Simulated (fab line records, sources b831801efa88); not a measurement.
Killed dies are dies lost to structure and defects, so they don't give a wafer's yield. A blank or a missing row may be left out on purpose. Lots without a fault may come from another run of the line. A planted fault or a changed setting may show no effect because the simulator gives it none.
Which tool did it? | flow gf180mcu | 11 lots, 33 wafers sampled, at 4 steps of a route of 602

WHAT THE GAUGES READ, wafer by wafer
GF_V4_THK_MEAS_03.
lot  | measured     | on            | V4_CVD_02_THK (nm)
L380 | day 23 15:16 | film_metro-01 | 850 860 868
L381 | day 24 00:26 | film_metro-02 | 838 844 850
L382 | day 24 08:18 | film_metro-01 | 831 860 856
L386 | day 25 09:18 | film_metro-03 | 1112 853 852 1112 853 852
L387 | day 25 22:19 | film_metro-03 | 857 1128 863 857 1128 864
L393 | day 27 17:50 | film_metro-02 | 854 863 861
L394 | day 28 01:44 | film_metro-01 | 831 839 842
L395 | day 28 10:20 | film_metro-03 | 841 856 846
L401 | day 30 02:10 | film_metro-03 | 847 866 850
L402 | day 30 04:25 | film_metro-01 | 840 845 839
L403 | day 30 12:47 | film_metro-02 | 851 843 848

WHICH TOOL RAN EACH LOT (tool, then ch and the chambers of the sampled wafers, then the start)
lot  | GF_M3_METAL_ETCH_16               | GF_V3_CVD_23                  | GF_V4_CVD_02
L380 | rie_metal-04 ch 0,1, day 21 13:38 | cvd_w-02 ch 0,1, day 22 14:50 | pecvd-04 ch 0,1, day 23 15:11
L381 | rie_metal-03 ch 0,1, day 21 22:48 | cvd_w-02 ch 0,1, day 23 00:00 | pecvd-04 ch 0,1, day 24 00:22
L382 | rie_metal-01 ch 0,1, day 22 07:17 | cvd_w-01 ch 0,1, day 23 08:14 | pecvd-04 ch 0,1, day 24 08:14
L386 | rie_metal-03 ch 0,1, day 23 09:21 | cvd_w-02 ch 0,1, day 24 09:44 | pecvd-04 ch 0,1,2, day 25 09:14
L387 | rie_metal-01 ch 1, day 23 22:44   | cvd_w-02 ch 1, day 24 23:04   | pecvd-04 ch 0,2, day 25 22:15
L393 | rie_metal-04 ch 0, day 25 19:14   | cvd_w-01 ch 0,1, day 26 18:53 | pecvd-02 ch 0,2, day 27 17:45
L394 | rie_metal-03 ch 0,1, day 26 04:41 | cvd_w-02 ch 0,1, day 27 03:25 | pecvd-03 ch 0,1,2, day 28 01:40
L395 | rie_metal-01 ch 0,1, day 26 13:27 | cvd_w-02 ch 0,1, day 27 12:12 | pecvd-03 ch 0,2, day 28 10:16
L401 | rie_metal-03 ch 0,1, day 28 08:14 | cvd_w-01 ch 1, day 29 05:44   | pecvd-04 ch 0,1,2, day 30 02:05
L402 | rie_metal-03 ch 1, day 28 10:36   | cvd_w-02 ch 0,1, day 29 08:02 | pecvd-04 ch 0,1, day 30 04:21
L403 | rie_metal-03 ch 1, day 28 19:29   | cvd_w-01 ch 0,1, day 29 16:34 | pecvd-04 ch 0,1,2, day 30 12:43
- GF_M3_METAL_ETCH_16: etches the open film in Cl2/BCl3, stops on SiO2, target depth 627.5 nm, time 104.6 s.
- GF_V3_CVD_23: deposits W, target thk 350 nm, time 104.9 s.
- GF_V4_CVD_02: deposits SiO2 from TEOS, target thk 850 nm, time 94.851 s.

THE ANSWER, worked out from the rows above alone
Rule: what is usual is taken from the lots themselves. Put in order of their means at a reading, lots are off if they are a third of the lots or fewer, leave a main group of 4 or more, and stand apart from it by a gap of 3 or more times the standard deviation of the main group's means; of several such gaps the widest counts. A main group whose means are all the same, to the digits that the tables above print for the reading, isn't used. A lot without any number at a reading at which 4 lots or more have one is off too. The other lots that the step has rows for count as sound.
Off: L386, L387, at GF_V4_THK_MEAS_03 (V4_CVD_02_THK). The main group: mean 849 nm, standard deviation 7.2.
A tool fits if, at a process step before that reading, it ran every lot that is off, and no sound lot after the first of them. The gauges at GF_V4_THK_MEAS_03 are tried like those tools. None of those tried fits.

WHAT THE SIMULATOR HAD PUT IN
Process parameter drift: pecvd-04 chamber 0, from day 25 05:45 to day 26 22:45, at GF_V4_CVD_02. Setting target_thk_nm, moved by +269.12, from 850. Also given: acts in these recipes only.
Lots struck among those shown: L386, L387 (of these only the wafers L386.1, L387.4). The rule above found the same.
